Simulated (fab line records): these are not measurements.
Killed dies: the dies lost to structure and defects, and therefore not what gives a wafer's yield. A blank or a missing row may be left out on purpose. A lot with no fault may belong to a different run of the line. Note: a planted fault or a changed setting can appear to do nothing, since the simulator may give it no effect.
A struck lot beside a sound one | flow sky130 | 16 out of 708 route steps
Sound: wafers L221.1, L221.2, L221.6. Struck: wafer L223.4 (left out: L223.5, L223.6 of the same lot, which were not struck); the cause appears at the end.
Per side, at each step with rows, come the tool, then ch with its chambers, and then its first start. Under that, the readings that differ: sound wafers | struck wafers | difference of the means | sigmas: that difference in standard deviations of wafers without a fault.
alike: same words and numbers on both sides, and readings whose means sit less than 2 such deviations apart. not compared: any withheld reading, any reading some wafer has no value for, any bound like >300 that may hide the same value, and any number with overlapping values for which the record gives no deviation.
The two part at a step that has a row with sigmas, a row that says differs or no value, or rows on one side only. Numbers that have no deviation but don't overlap get no sigmas and don't part them. A reading that every wafer of one side lacks parts them only if that side has two wafers or more.

first, 2 steps without rows for these wafers: SKY_METAL4_PEB_11; SKY_METAL4_DEVELOP_12 (develop time 60 s).
SKY_METAL4_CD_MEAS_13: target cd 300 nm.
  sound on cd_sem-01 at day 43 04:26; struck on cd_sem-02 at day 43 12:41
  alike: cd_nm
SKY_METAL4_OVL_MEAS_14:
  sound on overlay-01 at day 43 04:33; struck on overlay-02 at day 43 12:46
  alike: METAL4_OVL
then, 1 step without rows for these wafers: SKY_METAL4_DESCUM_15 (chemistry O2, time 8 s).
SKY_METAL4_ETCH_16: etches BARC in N2/H2, stops on SiO2, time 88.2 s, target depth 60 nm.
  sound on rie_metal-04 ch 0,1, day 43 04:37; struck on rie_metal-01 ch 1, day 43 12:51
  reading                     | sound       | struck | difference | sigmas
  drypump_motor_current_A (A) | 5.7 5.7 5.7 | 5.0    | -0.7       | -2
  alike: chamber_pressure_mTorr, oes_product_au, throttle_valve_pct
  not compared: rf_hours_counter_h
SKY_METAL4_ETCH_17: etches SiO2 in C4F8/O2/Ar, stops on TiN, time 3.9 s, target depth 15 nm.
  sound on rie_diel-01 ch 2,3, day 43 04:43; struck on rie_diel-01 ch 3, day 43 12:56
  alike: chamber_pressure_mTorr, oes_product_au
  not compared: rf_hours_counter_h
SKY_METAL4_METAL_ETCH_18: etches the open film in Cl2/BCl3, stops on SiO2, target depth 845 nm, time 183.1 s.
  sound on rie_metal-01 ch 0,1, day 43 04:44; struck on rie_metal-04 ch 0, day 43 12:59
  alike: chamber_pressure_mTorr, drypump_motor_current_A, oes_product_au, throttle_valve_pct
  not compared: rf_hours_counter_h
SKY_METAL4_STRIP_19: strips in O2/N2.
  sound on plasma_asher-01 ch 0,1, day 43 04:55; struck on plasma_asher-03 ch 1, day 43 13:09
  reading                      | sound             | struck | difference | sigmas
  drypump_motor_current_A (A)  | 4.8 5.0 4.8       | 6.4    | +1.5       | +3
  oes_product_au (a.u.)        | 0.511 0.505 0.505 | 0.484  | -0.023     | -4
  strip_time_to_endpoint_s (s) | 6.62 6.54 6.58    | 6.29   | -0.29      | -4
  alike: chamber_pressure_mTorr
  not compared: rf_hours_counter_h
then, 3 steps without rows for these wafers: SKY_METAL4_STRIP_20 (strips in post etch residue remover, time 1200 s); SKY_METAL4_CLEAN_21 (cleans in IPA, time 180 s); SKY_METAL4_CLEAN_22 (cleans in O3/DIW).
SKY_VIA4_HDPCVD_00: deposits SiO2, target thk 1750 nm, time 291.7 s.
  sound on hdpcvd-02 ch 0,1,2, day 43 05:32; struck on hdpcvd-02 ch 2, day 43 13:50
  reading                                  | sound          | struck | difference | sigmas
  model.SiO2_of_VIA4_HDPCVD_00.thk_nm (nm) | 1757 1778 1754 | 2828   | +1065      |
SKY_VIA4_THK_MEAS_01:
  sound on film_metro-01 at day 43 05:43; struck on film_metro-02 at day 43 14:11
  reading              | sound          | struck | difference | sigmas
  VIA4_HDPCVD_THK (nm) | 1757 1779 1754 | 2828   | +1065      | +67
  not compared: hold
SKY_VIA4_CMP_02: polishes SiO2.
  sound on cmp-02 ch 0,1, day 43 05:47; struck on cmp-02 ch 1, day 43 20:18
  reading | sound | struck                   | difference                   | sigmas
  hold    | - - - | await_dispo/3.5h/release | no value on the sound wafers |
  alike: motor_current_A, retaining_ring_pressure_frac
-- the record jumps here: 4 days lie between the struck wafers' starts before and after (it left off in module VIA4 and takes up again in module PAD_OPEN, whose first step shown is number 708 of the route) --
SKY_PAD_OPEN_PROBE_99:
  sound on prober-01 at day 47 01:58; struck on prober-02 at day 47 09:53
  reading                  | sound          | struck | difference | sigmas
  defect_limited_yield (%) | 83.7 84.6 85.0 | 79.7   | -4.7       | -2
  killed_at_M4_up          | 2 2 2          | 6      | +4         | +2
  killed_at_front_end      | 8 11 8         | 18     | +9         | +2
  killed_dies              | 80 76 74       | 100    | +23        | +2
  killed_short             | 35 33 34       | 48     | +14        | +2
  sort_bin_3_pad_short (%) | 0.8 0.4 0.4    | 1.4    | +0.9       | +2
  sort_bin_6_memory (%)    | 6.3 5.3 6.1    | 8.5    | +2.6       | +2
  sort_n_pass              | 412 416 418    | 392    | -23        | -2
  sort_yield_pct (%)       | 83.7 84.6 85.0 | 79.7   | -4.7       | -2
  alike: killed_at_M0_to_M3, killed_at_contacts, killed_at_other, killed_open, sort_bin_5_function

## WHERE THEY PART
Earliest at SKY_METAL4_ETCH_16; latest, in this record, at SKY_PAD_OPEN_PROBE_99.

WHY: what the simulator had put in
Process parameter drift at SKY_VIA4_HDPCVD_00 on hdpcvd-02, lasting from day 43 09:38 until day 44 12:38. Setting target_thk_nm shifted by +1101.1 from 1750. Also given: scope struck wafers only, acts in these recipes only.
